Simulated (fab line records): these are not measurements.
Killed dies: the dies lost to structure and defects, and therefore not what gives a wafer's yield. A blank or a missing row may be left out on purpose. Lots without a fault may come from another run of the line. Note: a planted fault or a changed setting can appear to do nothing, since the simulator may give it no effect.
Struck lot and sound lot, side by side -- flow sky130 -- 14 steps out of a route of 708
Sound: wafers L691.2, L691.3, L691.6. Wafers L690.1, L690.3, L690.4 were the ones struck. Last of all comes the cause.
Each step with rows lists, per side, the tool, then ch with its chambers, then its first start. Under that, the readings that differ: sound wafers -- struck wafers -- difference of the means -- sigmas: that difference in standard deviations of wafers without a fault.
alike: same words and numbers on both sides, and readings whose means sit less than 2 such deviations apart. not compared: any withheld reading, any reading some wafer has no value for, any bound like >300 that may hide the same value, and any number with overlapping values for which the record gives no deviation.
Wherever a step has rows on one side only, a row that says differs or no value, or a row with sigmas, the two part there. Numbers that have no deviation but don't overlap get no sigmas and don't part them. A reading that every wafer of one side lacks parts them only if that side has two wafers or more.

SKY_CONTACT_OVL_MEAS_15:
  struck on overlay-02, day 37 19:39; sound on overlay-01, day 38 13:11
  alike: CONTACT_OVL
SKY_CONTACT_ETCH_16: etches BARC in N2/H2, stops on SiO2, time 45.9 s, target depth 60 nm.
  sound on rie diel-02 ch 1,2, day 38 13:13; struck on rie diel-03 ch 0,1,3, day 37 19:41
  alike: drypump motor current A, h2 flow sccm, oes product au, throttle valve pct
  not compared: rf hours counter h
SKY_CONTACT_ETCH_17: etches SiO2 in C4F8/O2/Ar, stops on Si3N4, target depth 340 nm.
  sound on rie diel-02 ch 1,2, day 38 13:16; struck on rie diel-03 ch 0,1,3, day 37 19:44
  alike: oes product au
then, 1 step without rows for these wafers: SKY_CONTACT_ETCH_18 (etches Si3N4 in CHF3/O2, stops on TiN, time 39 s, target depth 75 nm).
SKY_CONTACT_STRIP_19: strips in O2/N2.
  sound on plasma asher-02 ch 0,1, day 38 13:22; struck on plasma asher-01 ch 0,1, day 37 19:49
reading,sound,struck,difference,sigmas
oes product au (a.u.),0.386 0.389 0.384,0.379 0.376 0.370,-0.011,-2
  alike: drypump motor current A, strip time to endpoint s
  not compared: rf hours counter h
then, 3 steps without rows for these wafers: SKY_CONTACT_STRIP_20 (strips in post etch residue remover, time 1200 s); SKY_CONTACT_CLEAN_21 (cleans in IPA, time 180 s); SKY_CONTACT_CLEAN_22 (cleans in O3/DIW).
SKY_CONTACT_SPUTTER_23: material TiN, target thk 20 nm, time 80 s.
  struck on pvd sputter-01, day 37 20:25; sound on pvd sputter-01, day 38 13:57
  alike: throttle valve pct
SKY_CONTACT_CVD_24: deposits W, target thk 340 nm, time 102.12 s.
  sound on cvd w-02 ch 0,1, day 38 14:01; struck on cvd w-01 ch 1, day 37 20:28
  alike: heater power w
SKY_CONTACT_RS_MEAS_25: a four-point-probe measurement.
  struck on film metro-02, day 37 20:41; sound on film metro-02, day 38 14:08
  alike: CONTACT_W_RS
SKY_CONTACT_THK_MEAS_26: measures by xrf.
  struck on film metro-02, day 37 20:49; sound on film metro-02, day 38 14:15
  alike: CONTACT_W_THK
SKY_CONTACT_CMP_27: polishes, stops on SiO2, t overpolish 15 s, target thk 0 nm.
  sound on cmp-02 ch 2,3, day 38 14:18; struck on cmp-01 ch 0,1,2, day 37 20:55
  no value came back on the struck wafers for any of 6 readings (edge zone pressure frac, head pressure psi (psi) and others); on the sound wafers edge zone pressure frac reads 1.003 0.992 1.003
reading,sound,struck,difference,sigmas
model.W_of_CONTACT_CVD_24.thk nm (nm),0 0 0,340.9 340.3 338.3,+339.8,
model.SiO2_of_CONTACT_HDPCVD_02.thk nm (nm),337.7 336.6 334.3,341.1 342.4 339.7,+4.9,
-- the record jumps here: 12 days lie between the struck wafers' starts before and after (it left off in module CONTACT and takes up again in module PAD_OPEN, whose first step shown is number 708 of the route) --
SKY_PAD_OPEN_PROBE_99:
  the record has rows for the struck wafers here (prober-02, day 50 06:07) and none for the sound ones

== WHERE THEY PART ==
First at SKY_CONTACT_STRIP_19; last, within this record, at SKY_PAD_OPEN_PROBE_99.

WHY: what had been put in by the simulator
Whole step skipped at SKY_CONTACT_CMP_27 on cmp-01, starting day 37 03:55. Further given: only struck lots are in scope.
